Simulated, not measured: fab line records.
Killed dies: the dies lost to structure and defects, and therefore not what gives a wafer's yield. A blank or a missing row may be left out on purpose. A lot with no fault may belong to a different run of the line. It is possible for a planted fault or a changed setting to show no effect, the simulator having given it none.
Which tool did it? | flow sfq_line | 14 lots with 41 wafers sampled at 5 steps, on a route of 325 steps

## WHAT THE GAUGES READ, wafer by wafer
SFQ_I2_OVL_MEAS_918.
lot  | measured     | on         | I2_OVL (nm)
L634 | day 21 06:04 | overlay-01 | 1 3 3
L635 | day 22 07:46 | overlay-02 | -3 0 -8
L638 | day 22 15:15 | overlay-02 | -3 -2 -4
L639 | day 24 14:47 | overlay-01 | -5 -2 0
L641 | day 26 22:05 | overlay-01 | -5 -9 -4
L642 | day 27 07:22 | overlay-01 | -9 -16 -13
L643 | day 27 19:23 | overlay-01 | -8 4 -6
L644 | day 28 06:53 | overlay-02 | -5 -9 -2
L645 | day 28 15:17 | overlay-02 | -4 5 -3
L646 | day 29 00:41 | overlay-01 | 2 -2 -6
L648 | day 29 12:45 | overlay-02 | -7 -7 3
L649 | day 29 18:46 | overlay-01 | 6 1 -1
L650 | day 30 03:10 | overlay-01 | -6 -11
L657 | day 32 06:46 | overlay-02 | 8 7 -1

SFQ_M3_RS_MEAS_919: a four-point-probe measurement.
lot  | measured     | on            | M3_NB_RS (ohm/sq)
L634 | day 21 07:20 | film_metro-03 | 0.899 0.894 0.905
L635 | day 22 08:52 | film_metro-04 | 0.881 0.875 0.883
L638 | day 22 16:20 | film_metro-03 | 0.888 0.888 0.886
L639 | day 24 15:52 | film_metro-03 | 0.892 0.883 0.886
L641 | day 26 23:10 | film_metro-02 | 0.886 0.877 0.877
L642 | day 27 08:27 | film_metro-04 | 0.893 0.892 0.898
L643 | day 27 20:31 | film_metro-02 | 0.887 0.886 0.889
L644 | day 28 07:58 | film_metro-03 | 0.906 0.898 0.903
L645 | day 28 16:35 | film_metro-03 | 0.907 0.904 0.906
L646 | day 29 01:59 | film_metro-02 | 0.901 0.901 0.905
L648 | day 29 13:50 | film_metro-04 | 0.891 0.895 0.883
L649 | day 29 19:52 | film_metro-04 | 0.884 0.892 0.889
L650 | day 30 04:19 | film_metro-04 | 0.888 0.892
L657 | day 32 07:54 | film_metro-02 | 0.889 0.890 0.889

## EACH LOT AND THE TOOL THAT RAN IT (in order: tool; ch and the chambers of the sampled wafers; start)
lot  | SFQ_TRILAYER_I1_CMP_CMP_046   | SFQ_TRILAYER_I1_METRO_MEASURE_047 | SFQ_TRILAYER_I1_VIA_ETCH_VIA_ETCH_052
L634 | cmp-01 ch 2,3, day 15 06:37   | film_metro-01, day 15 09:56       | rie_diel-01 ch 1,2, day 20 16:37
L635 | cmp-01 ch 0,1,3, day 15 11:14 | film_metro-01, day 15 13:10       | rie_diel-01 ch 0,1,2, day 21 00:57
L638 | cmp-01 ch 2,3, day 19 04:22   | film_metro-02, day 19 07:29       | rie_diel-03 ch 0,2, day 21 22:41
L639 | cmp-01 ch 0,1,2, day 19 07:52 | film_metro-04, day 19 10:29       | rie_diel-01 ch 0,1, day 23 23:16
L641 | cmp-02 ch 0,1,2, day 19 19:53 | film_metro-04, day 19 21:30       | rie_diel-02 ch 0,1,3, day 26 09:00
L642 | cmp-02 ch 1,2,3, day 20 03:23 | film_metro-04, day 20 06:30       | rie_diel-01 ch 0,1,2, day 26 19:54
L643 | cmp-02 ch 0,1,2, day 20 13:23 | film_metro-04, day 20 16:06       | rie_diel-01 ch 0,2,3, day 27 06:42
L644 | cmp-02 ch 1,2,3, day 20 16:23 | film_metro-04, day 20 18:30       | rie_diel-03 ch 0,1, day 27 09:06
L645 | cmp-02 ch 0,1,2, day 21 00:34 | film_metro-01, day 21 03:53       | rie_diel-02 ch 1,2,3, day 27 17:30
L646 | cmp-02 ch 1,2, day 21 13:15   | film_metro-04, day 21 15:52       | rie_diel-03 ch 2,3, day 27 22:25
L648 | cmp-02 ch 1,2,3, day 22 04:03 | film_metro-01, day 22 06:40       | rie_diel-02 ch 1,2,3, day 28 16:33
L649 | cmp-02 ch 1,2,3, day 22 11:34 | film_metro-02, day 22 14:05       | rie_diel-02 ch 0,2, day 28 23:45
L650 | cmp-02 ch 0,3, day 22 22:10   | film_metro-02, day 23 00:05       | rie_diel-02 ch 0,1, day 29 11:21
L657 | cmp-01 ch 1,2,3, day 24 15:35 | film_metro-04, day 24 17:49       | rie_diel-01 ch 0,2,3, day 31 02:54
- SFQ_TRILAYER_I1_CMP_CMP_046: polishes SiO2.
- SFQ_TRILAYER_I1_METRO_MEASURE_047
- SFQ_TRILAYER_I1_VIA_ETCH_VIA_ETCH_052: etches SiO2 in CHF3, stops on Nb, target depth 260 nm.

## AS READ BY THE TOOLS THEMSELVES (means over the sampled wafers that have a number; for cases with no such wafer, the mark the record gives instead)
SFQ_TRILAYER_I1_CMP_CMP_046.
lot  | tool   | motor_current_A (A) | time_to_endpoint_s (s)
L634 | cmp-01 | 10.7                | 217
L635 | cmp-01 | 10.9                | 210
L638 | cmp-01 | 10.7                | 207
L639 | cmp-01 | 10.7                | 226
L641 | cmp-02 | 10.7                | 216
L642 | cmp-02 | 11.2                | 225
L643 | cmp-02 | 10.3                | 213
L644 | cmp-02 | 11.1                | 215
L645 | cmp-02 | 10.2                | 210
L646 | cmp-02 | 10.6                | 210
L648 | cmp-02 | 11.1                | 209
L649 | cmp-02 | 10.9                | 217
L650 | cmp-02 | 10.2                | 210
L657 | cmp-01 | 10.5                | 218

SFQ_TRILAYER_I1_METRO_MEASURE_047.
lot  | tool          | thk_nm (nm)
L634 | film_metro-01 | 199.0
L635 | film_metro-01 | 199.3
L638 | film_metro-02 | 200.6
L639 | film_metro-04 | 199.9
L641 | film_metro-04 | 201.0
L642 | film_metro-04 | 200.4
L643 | film_metro-04 | 201.4
L644 | film_metro-04 | 199.7
L645 | film_metro-01 | 200.3
L646 | film_metro-04 | 201.7
L648 | film_metro-01 | 200.7
L649 | film_metro-02 | 204.8
L650 | film_metro-02 | 207.1
L657 | film_metro-04 | 200.8

SFQ_TRILAYER_I1_VIA_ETCH_VIA_ETCH_052.
lot  | tool        | drypump_motor_current_A (A) | oes_product_au (a.u.)
L634 | rie_diel-01 | 5.8                         | 0.855
L635 | rie_diel-01 | 5.7                         | 0.852
L638 | rie_diel-03 | 5.7                         | 0.855
L639 | rie_diel-01 | 5.8                         | 0.853
L641 | rie_diel-02 | 5.6                         | 0.861
L642 | rie_diel-01 | 5.8                         | 0.856
L643 | rie_diel-01 | 5.5                         | 0.860
L644 | rie_diel-03 | 6.1                         | 0.848
L645 | rie_diel-02 | 5.3                         | 0.856
L646 | rie_diel-03 | 5.6                         | 0.857
L648 | rie_diel-02 | 5.3                         | 0.857
L649 | rie_diel-02 | 5.9                         | 0.865
L650 | rie_diel-02 | 5.8                         | 0.875
L657 | rie_diel-01 | 5.5                         | 0.858

## THE ANSWER, worked out from the rows above alone
Rule: the usual values come from the lots themselves. The widest of any qualifying gaps counts: lots, ordered by their means at a reading, are off when they make up no more than a third of the lots, leave a main group of 4 or more, and stand apart from it by 3 or more times the standard deviation of that group's means. The tables above print the reading to a certain number of digits; a main group whose means all agree to those digits is not used. Also off: a lot with no number at a reading for which 4 or more lots have one. All remaining lots with rows at the step are treated as sound. After the gauges, taken in route order, come the tools' own readings; for these a lot's mean is taken, as printed above. At the first step where some lot is off, the reading lying furthest off is the one used; lots without a number count as furthest.
Off, at SFQ_TRILAYER_I1_METRO_MEASURE_047 on thk_nm: L649, L650. Mean 200.4 nm and standard deviation 0.78 in the main group.
If a tool, at that step or one of the process steps before it, ran each lot that is off and ran no sound lot following the first of them, it fits. Undecided on this evidence; 2 tools fit (cmp-02 at SFQ_TRILAYER_I1_CMP_CMP_046, film_metro-02 at SFQ_TRILAYER_I1_METRO_MEASURE_047).

## WHAT THE SIMULATOR PUT IN
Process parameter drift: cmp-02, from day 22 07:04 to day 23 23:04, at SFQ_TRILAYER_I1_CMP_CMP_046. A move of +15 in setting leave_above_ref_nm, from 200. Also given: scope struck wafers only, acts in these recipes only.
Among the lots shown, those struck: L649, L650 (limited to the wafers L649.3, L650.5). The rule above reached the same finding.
